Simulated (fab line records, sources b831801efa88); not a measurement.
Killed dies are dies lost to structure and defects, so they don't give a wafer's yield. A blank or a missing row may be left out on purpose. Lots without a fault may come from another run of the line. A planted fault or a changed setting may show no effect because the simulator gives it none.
Which tool did it? | flow gf180mcu | 12 lots, 36 wafers sampled, at 4 steps of a route of 602

WHAT THE GAUGES READ, wafer by wafer
GF_PASSIVATION_THK_MEAS_03. Usual: PASSIVATION_CVD_02_THK 698 nm, standard deviation 11.
lot  | measured     | on            | PASSIVATION_CVD_02_THK (nm) | flag
L634 | day 29 19:57 | film_metro-02 | 687 690 709                 |
L635 | day 29 21:15 | film_metro-02 | 703 716 699                 |
L636 | day 30 00:44 | film_metro-04 | 703 697 699                 |
L638 | day 30 20:04 | film_metro-04 | 697 689 708                 |
L639 | day 30 23:05 | film_metro-04 | 687 713 701                 |
L640 | day 31 05:24 | film_metro-02 | 691 702 691                 |
L641 | day 31 14:04 | film_metro-02 | 710 719 694                 |
L642 | day 31 20:08 | film_metro-04 | 696 685 714                 |
L649 | day 33 16:02 | film_metro-02 | 686 703 694                 |
L650 | day 33 22:32 | film_metro-02 | 689 700 728                 |
L651 | day 34 09:28 | film_metro-02 | 682 690 695                 |
L653 | day 34 13:41 | film_metro-04 | 692 696 704                 |

WHICH TOOL RAN EACH LOT (tool, then ch and the chambers of the sampled wafers, then the start)
lot  | GF_V2_CVD_23                  | GF_V5_CMP_26                  | GF_TOP_METAL_METAL_ETCH_16
L634 | cvd_w-01 ch 0,1, day 22 05:08 | cmp-01 ch 0,1,2, day 28 22:47 | rie_metal-03 ch 0, day 29 18:34
L635 | cvd_w-02 ch 0,1, day 22 05:50 | cmp-02 ch 0,1,2, day 29 00:06 | rie_metal-01 ch 1, day 29 19:58
L636 | cvd_w-01 ch 0,1, day 22 12:03 | cmp-01 ch 1,2,3, day 29 03:53 | rie_metal-03 ch 0, day 29 23:23
L638 | cvd_w-02 ch 0,1, day 23 11:34 | cmp-02 ch 1,2,3, day 29 23:30 | rie_metal-01 ch 0, day 30 18:40
L639 | cvd_w-01 ch 0,1, day 23 14:44 | cmp-02 ch 1,2, day 30 02:42   | rie_metal-01 ch 0, day 30 21:41
L640 | cvd_w-01 ch 0,1, day 23 23:01 | cmp-02 ch 0,1, day 30 09:59   | rie_metal-04 ch 0, day 31 04:10
L641 | cvd_w-01 ch 1, day 24 10:41   | cmp-02 ch 0,1,3, day 30 18:28 | rie_metal-03 ch 0, day 31 12:53
L642 | cvd_w-02 ch 0,1, day 24 16:16 | cmp-01 ch 0,1,3, day 31 00:07 | rie_metal-01 ch 0,1, day 31 18:59
L649 | cvd_w-01 ch 0,1, day 27 02:07 | cmp-01 ch 0,1,3, day 32 22:30 | rie_metal-01 ch 0,1, day 33 14:53
L650 | cvd_w-01 ch 0,1, day 27 10:56 | cmp-01 ch 0,2, day 33 05:30   | rie_metal-03 ch 0,1, day 33 21:23
L651 | cvd_w-02 ch 0,1, day 27 22:48 | cmp-01 ch 0,3, day 33 15:50   | rie_metal-01 ch 0,1, day 34 08:19
L653 | cvd_w-02 ch 0,1, day 28 05:28 | cmp-02 ch 0,2, day 33 20:25   | rie_metal-01 ch 0,1, day 34 12:32
- GF_V2_CVD_23: deposits W, target thk 350 nm, time 104.94 s.
- GF_V5_CMP_26: polishes, stops on SiO2, t overpolish 15 s, target thk 0 nm.
- GF_TOP_METAL_METAL_ETCH_16: etches the open film in Cl2/BCl3, stops on SiO2, target depth 1197 nm, time 199.5 s.

WHAT THE TOOLS THEMSELVES READ (means of the sampled wafers that have a number; where no wafer has one, the mark that the record gives instead)
GF_V2_CVD_23. Usual: heater_power_outer_w 551 W, standard deviation 48; heater_power_w 912 W, standard deviation 33.
lot  | tool     | heater_power_outer_w (W) | heater_power_w (W) | flag
L634 | cvd_w-01 | 511                      | 883                |
L635 | cvd_w-02 | 572                      | 930                |
L636 | cvd_w-01 | 538                      | 904                |
L638 | cvd_w-02 | 587                      | 910                |
L639 | cvd_w-01 | 505                      | 894                |
L640 | cvd_w-01 | 515                      | 887                |
L641 | cvd_w-01 | 483                      | 864                |
L642 | cvd_w-02 | 596                      | 931                |
L649 | cvd_w-01 | 552                      | 919                |
L650 | cvd_w-01 | 512                      | 897                |
L651 | cvd_w-02 | 578                      | 948                |
L653 | cvd_w-02 | 579                      | 938                |

GF_V5_CMP_26. Usual: motor_current_A 11.1 A, standard deviation 1.2; overpolish_run_s 15.000 s, standard deviation 0.0087; time_to_endpoint_s 83.5 s, standard deviation 3.
lot  | tool   | motor_current_A (A) | overpolish_run_s (s) | time_to_endpoint_s (s) | flag
L634 | cmp-01 | 11.7                | 14.998               | 80.1                   |
L635 | cmp-02 | 10.6                | 15.006               | 83.5                   |
L636 | cmp-01 | 11.0                | 14.995               | 83.0                   |
L638 | cmp-02 | 11.2                | 15.010               | 84.4                   |
L639 | cmp-02 | 11.4                | 15.002               | 81.4                   |
L640 | cmp-02 | 9.3                 | 15.005               | 86.1                   |
L641 | cmp-02 | 10.4                | 15.002               | 85.2                   |
L642 | cmp-01 | 10.8                | 15.000               | 82.0                   |
L649 | cmp-01 | 10.5                | 15.003               | 82.9                   |
L650 | cmp-01 | 11.6                | 14.998               | 80.7                   |
L651 | cmp-01 | 10.5                | 15.007               | 85.5                   |
L653 | cmp-02 | 10.6                | 14.991               | 84.5                   |

GF_TOP_METAL_METAL_ETCH_16. Usual: drypump_motor_current_A 6.03 A, standard deviation 0.26; oes_product_au 0.991 a.u., standard deviation 0.0071; throttle_valve_pct 28.231 %, standard deviation 0.011.
lot  | tool         | drypump_motor_current_A (A) | oes_product_au (a.u.) | throttle_valve_pct (%) | flag
L634 | rie_metal-03 | 5.86                        | 0.993                 | 28.227                 |
L635 | rie_metal-01 | 6.55                        | 0.986                 | 28.232                 |
L636 | rie_metal-03 | 5.87                        | 0.987                 | 28.229                 |
L638 | rie_metal-01 | 6.11                        | 0.999                 | 28.228                 |
L639 | rie_metal-01 | 6.09                        | 0.997                 | 28.222                 |
L640 | rie_metal-04 | 6.03                        | 0.980                 | 28.239                 |
L641 | rie_metal-03 | 5.86                        | 0.988                 | 28.234                 |
L642 | rie_metal-01 | 6.39                        | 0.993                 | 28.238                 |
L649 | rie_metal-01 | 6.41                        | 0.990                 | 28.237                 |
L650 | rie_metal-03 | 5.82                        | 0.997                 | 28.220                 |
L651 | rie_metal-01 | 6.26                        | 0.997                 | 28.219                 |
L653 | rie_metal-01 | 6.40                        | 0.986                 | 28.234                 |

THE ANSWER, worked out from the rows above alone
Rule: a lot is off if the mean of its wafers that have a number lies more than 3 standard deviations from the usual mean. A lot without any number at a reading at which 4 lots or more have one is off too. The other lots that the step has rows for count as sound. The gauges are gone through in route order, then the tools' own readings, and for those a lot's mean is taken as printed above. The first step at which some lot is off is used, and at that step the reading that is off furthest; a lot without a number counts as furthest.
No lot is off at any reading shown: from this, nothing can be told.

WHAT THE SIMULATOR HAD PUT IN
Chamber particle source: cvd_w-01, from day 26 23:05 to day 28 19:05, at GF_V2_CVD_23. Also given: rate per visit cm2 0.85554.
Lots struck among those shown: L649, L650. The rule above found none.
